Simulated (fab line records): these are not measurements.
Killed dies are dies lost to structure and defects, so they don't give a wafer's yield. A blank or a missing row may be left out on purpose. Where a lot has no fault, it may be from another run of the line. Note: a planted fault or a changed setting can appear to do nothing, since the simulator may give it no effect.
A lot that was struck, set against a sound lot ; flow sky130 ; 15 out of 708 route steps
Sound: these wafers, L677.1, L677.4, L677.6. Struck: wafers L688.1, L688.2, L688.3. The cause comes at the end.
At each step with rows: each side's tool, then ch and its chambers, then its first start. Under that, the readings that differ: sound wafers ; struck wafers ; difference of the means ; sigmas: that difference in standard deviations of wafers without a fault.
alike: words and numbers the same on both sides, and readings whose means are apart by under 2 such deviations; not compared: readings that were withheld, readings missing a value for some wafer, numbers with overlapping values and no deviation given by the record, and bounds like >300 which may hide the same value.
A row with sigmas, a row that says differs or no value, or rows on one side alone: a step with any of these is where the two part. Non-overlapping numbers with no deviation appear without sigmas and do not part them. A reading missing from all wafers of one side parts the sides only when that side holds two or more wafers.

SKY_CAP2M_THK_MEAS_01:
  sound: film metro-03 at day 41 16:55; struck: film metro-02 at day 45 11:23
  alike: CAP2M_CVD_00_THK
SKY_CAP2M_SPUTTER_02: material TiN, target thk 200 nm, time 166.7 s.
  sound: pvd sputter-03 at day 41 16:58; struck: pvd sputter-01 at day 45 11:26
  alike: throttle valve pct
SKY_CAP2M_RS_MEAS_03: a four-point-probe measurement.
  sound: film metro-03 at day 41 17:05; struck: film metro-03 at day 45 11:37
  alike: CAP2M_TIN_RS
SKY_CAP2M_THK_MEAS_04: measures by xrf.
  sound: film metro-03 at day 41 17:12; struck: film metro-03 at day 45 11:44
  alike: CAP2M_TIN_THK
then, 7 steps without rows for these wafers: SKY_CAP2M_DEHYDRATE_05 (time 60 s); SKY_CAP2M_HMDS_06 (prime time 60 s); SKY_CAP2M_COAT_07 (resist thk 1140 nm); SKY_CAP2M_SOFTBAKE_08 (time 60 s); SKY_CAP2M_EXPOSE_09 (exposes mask CAP2M, target cd 1000 nm); SKY_CAP2M_PEB_10; SKY_CAP2M_DEVELOP_11 (develop time 60 s).
SKY_CAP2M_OVL_MEAS_12:
  sound: overlay-01 at day 42 15:53; struck: overlay-02 at day 46 08:21
  alike: CAP2M_OVL
SKY_CAP2M_METAL_ETCH_13: etches TiN in Cl2/BCl3, stops on SiO2, target depth 220 nm, time 62.9 s.
  sound on rie metal-02 ch 0,1, day 42 15:55; struck on rie metal-01 ch 0,1, day 46 08:23
  no value came back on the struck wafers for any of 6 readings (bcl3 flow sccm (sccm), bias w (W) and others); on the sound wafers bcl3 flow sccm (sccm) reads 29.99 30.18 29.95
reading;sound;struck;difference;sigmas
model.NOVOLAK_of_CAP2M_COAT_07.thk nm (nm);990.5 990.3 988.6;1145 1142 1146;+155;
  not compared: rf hours counter h
SKY_CAP2M_STRIP_14: strips in O2/N2.
  sound on plasma asher-04 ch 0,1, day 42 16:00; struck on plasma asher-02 ch 0,1, day 46 08:28
reading;sound;struck;difference;sigmas
drypump motor current A (A);5.1 5.1 5.1;6.3 6.4 6.4;+1.3;+2
strip time to endpoint s (s);12.62 12.63 12.61;14.25 14.20 14.24;+1.61;+42
  alike: o2 flow sccm, oes product au
  not compared: rf hours counter h
then, 1 step without rows for these wafers: SKY_CAP2M_STRIP_15 (strips in post etch residue remover, time 1200 s).

## WHERE THEY PART
First at SKY_CAP2M_METAL_ETCH_13; last, within this record, at SKY_CAP2M_STRIP_14.

WHY: whatever the simulator had introduced
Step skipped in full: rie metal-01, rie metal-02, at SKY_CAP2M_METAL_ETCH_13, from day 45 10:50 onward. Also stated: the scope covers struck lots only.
